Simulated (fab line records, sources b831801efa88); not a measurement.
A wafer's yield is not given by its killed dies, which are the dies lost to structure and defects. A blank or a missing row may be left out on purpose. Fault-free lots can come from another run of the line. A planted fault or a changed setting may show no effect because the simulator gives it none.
Which tool is to blame? ; flow gf180mcu ; Sampling: 11 lots, 33 wafers, 4 of 602 route steps

== WHAT THE GAUGES SHOWED, per wafer ==
GF_V3_THK_MEAS_03. Usual: V3_CVD_02_THK typically reads 846 nm, with standard deviation 11.
lot;measured;on;V3_CVD_02_THK (nm);flag
L951;day 22 01:22;film_metro-03;846 848 834;
L953;day 23 09:23;film_metro-02;836 853 860;
L954;day 23 19:34;film_metro-03;844 838 838;
L956;day 24 16:36;film_metro-04;848 865 861;
L958;day 25 00:13;film_metro-02;845 826 855;
L960;day 25 10:15;film_metro-04;837 854 847;
L962;day 26 01:17;film_metro-04;844 839 841;
L963;day 26 10:32;film_metro-03;848 847 864;
L964;day 26 20:03;film_metro-02;829 843 834;
L971;day 28 18:06;film_metro-04;834 851 841;
L973;day 29 07:43;film_metro-03;856 851 863;

GF_V3_CD_MEAS_14: the cd target is 260 nm. Usual: cd_nm at 259.8 nm, with a standard deviation of 1.1.
lot;measured;on;cd_nm (nm);flag
L951;day 23 01:43;cd_sem-01;261.5 261.7 261.0;
L953;day 24 08:23;cd_sem-01;260.9 260.4 260.4;
L954;day 24 18:07;cd_sem-02;260.0 260.3 258.6;
L956;day 25 14:58;cd_sem-02;262.1 260.1 260.8;
L958;day 25 21:58;cd_sem-02;260.3 262.2 259.5;
L960;day 26 08:10;cd_sem-01;259.7 258.2 259.2;
L962;day 26 22:47;cd_sem-01;258.9 259.9 259.5;
L963;day 27 07:20;cd_sem-01;247.2 246.0 247.9;OFF
L964;day 27 16:25;cd_sem-02;247.1 248.1 247.5;OFF
L971;day 29 14:24;cd_sem-02;259.8 258.9 259.8;
L973;day 30 03:09;cd_sem-02;258.4 258.7 258.5;

== WHAT TOOL EACH LOT RAN ON (gives the tool, then ch and the chambers of the sampled wafers, and finally the start) ==
lot;GF_M3_STRIP_17;GF_V3_SOFTBAKE_10
L951;plasma_asher-01 ch 0,1, day 22 00:38;litho_track-03 ch 0, day 22 14:00
L953;plasma_asher-04 ch 0,1, day 23 08:32;litho_track-01 ch 0, day 23 21:00
L954;plasma_asher-03 ch 0,1, day 23 18:47;litho_track-03 ch 0, day 24 06:00
L956;plasma_asher-01 ch 0,1, day 24 15:50;litho_track-01 ch 0, day 25 03:00
L958;plasma_asher-04 ch 1, day 24 23:29;litho_track-04 ch 0, day 25 12:00
L960;plasma_asher-03 ch 0,1, day 25 09:31;litho_track-04 ch 0, day 25 21:00
L962;plasma_asher-03 ch 1, day 26 00:32;litho_track-03 ch 0, day 26 12:00
L963;plasma_asher-01 ch 1, day 26 09:47;litho_track-03 ch 0, day 26 21:00
L964;plasma_asher-01 ch 0,1, day 26 19:17;litho_track-03 ch 0, day 27 06:00
L971;plasma_asher-01 ch 0,1, day 28 17:22;litho_track-01 ch 0, day 29 04:00
L973;plasma_asher-04 ch 0,1, day 29 07:00;litho_track-04 ch 0, day 29 17:00
- GF_M3_STRIP_17: strips in O2/N2.
- GF_V3_SOFTBAKE_10: time 60 s.

== AS READ BY THE TOOLS THEMSELVES (means over the sampled wafers that have a number; for cases with no such wafer, the mark the record gives instead) ==
GF_M3_STRIP_17. Usual: chamber_pressure_mTorr 1499.9 mTorr, standard deviation 1.4; drypump_motor_current_A 5.5 A, standard deviation 0.55; heater_power_w 333 W, standard deviation 44; oes_product_au 0.557 a.u., standard deviation 0.0049; strip_time_to_endpoint_s 7.87 s, standard deviation 0.039.
lot;tool;chamber_pressure_mTorr (mTorr);drypump_motor_current_A (A);heater_power_w (W);oes_product_au (a.u.);strip_time_to_endpoint_s (s);flag
L951;plasma_asher-01;1500.5;5.0;305;0.551;7.89;
L953;plasma_asher-04;1499.7;5.6;378;0.563;7.92;
L954;plasma_asher-03;1500.3;5.4;304;0.553;7.88;
L956;plasma_asher-01;1499.1;5.0;306;0.554;7.82;
L958;plasma_asher-04;1499.0;6.5;401;0.559;7.92;
L960;plasma_asher-03;1499.4;5.4;303;0.560;7.85;
L962;plasma_asher-03;1498.6;5.7;305;0.560;7.92;
L963;plasma_asher-01;1500.1;5.4;282;0.560;7.88;
L964;plasma_asher-01;1501.5;5.2;294;0.559;7.85;
L971;plasma_asher-01;1499.3;5.0;305;0.556;7.83;
L973;plasma_asher-04;1500.0;6.0;386;0.556;7.87;

GF_V3_SOFTBAKE_10. Usual: chill_plate_temp_C 22.99 C, standard deviation 0.11; heater_power_total_W 93.05 W, standard deviation 0.062; plate_temp_C 129.99 C, standard deviation 0.12; resist_line_temp_C 22.98 C, standard deviation 0.094.
lot;tool;chill_plate_temp_C (C);heater_power_total_W (W);plate_temp_C (C);resist_line_temp_C (C);flag
L951;litho_track-03;23.00;93.03;130.02;23.02;
L953;litho_track-01;22.98;93.04;130.05;23.01;
L954;litho_track-03;22.89;93.06;130.03;22.96;
L956;litho_track-01;22.98;93.01;130.22;22.84;
L958;litho_track-04;22.84;93.02;129.87;22.82;
L960;litho_track-04;22.83;92.98;129.85;23.09;
L962;litho_track-03;22.91;92.96;129.86;22.86;
L963;litho_track-03;22.96;87.92;124.53;22.99;OFF
L964;litho_track-03;23.03;87.95;124.56;23.01;OFF
L971;litho_track-01;23.03;93.10;129.96;23.02;
L973;litho_track-04;22.96;93.02;129.99;23.00;

== THE ANSWER, worked out from the rows above alone ==
Rule: a lot counts as off when the mean over its wafers that have a number is more than 3 standard deviations away from the usual mean. A lot without any number at a reading at which 4 lots or more have one is off too. The other lots that the step has rows for count as sound. Order of review: gauges by route order, followed by the tools' own readings, for which a lot's mean as printed above is used. The first step at which some lot is off is used, and at that step the reading that is off furthest; a lot without a number counts as furthest.
Off: L963, L964 (GF_V3_CD_MEAS_14, cd_nm).
If a tool, at a process step before that reading, ran all the lots that are off and no sound lot after the first of them, it fits. Not tried: the gauges at GF_V3_CD_MEAS_14; whatever is off there is also off at GF_V3_SOFTBAKE_10, on other tools, and gauge error can't account for it. One fits: GF_V3_SOFTBAKE_10 on litho_track-03. Its last sound lot is L962 (day 26 12:00), its first lot that is off L963 (day 26 21:00): a fault that began between those two fits.
The tool's own readings at GF_V3_SOFTBAKE_10 bear it out: on the lots that are off they differ by more than 5 times the standard deviation of the sound lots' means. heater_power_total_W reads 87.94 W there against 93.02 W on the sound lots; plate_temp_C reads 124.55 C there against 129.98 C on the sound lots.

== WHAT THE SIMULATOR HAD INSERTED ==
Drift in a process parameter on litho_track-03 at GF_V3_SOFTBAKE_10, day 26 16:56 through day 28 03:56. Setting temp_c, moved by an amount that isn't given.
Lots struck among those shown: L963, L964. The rule above found the same.
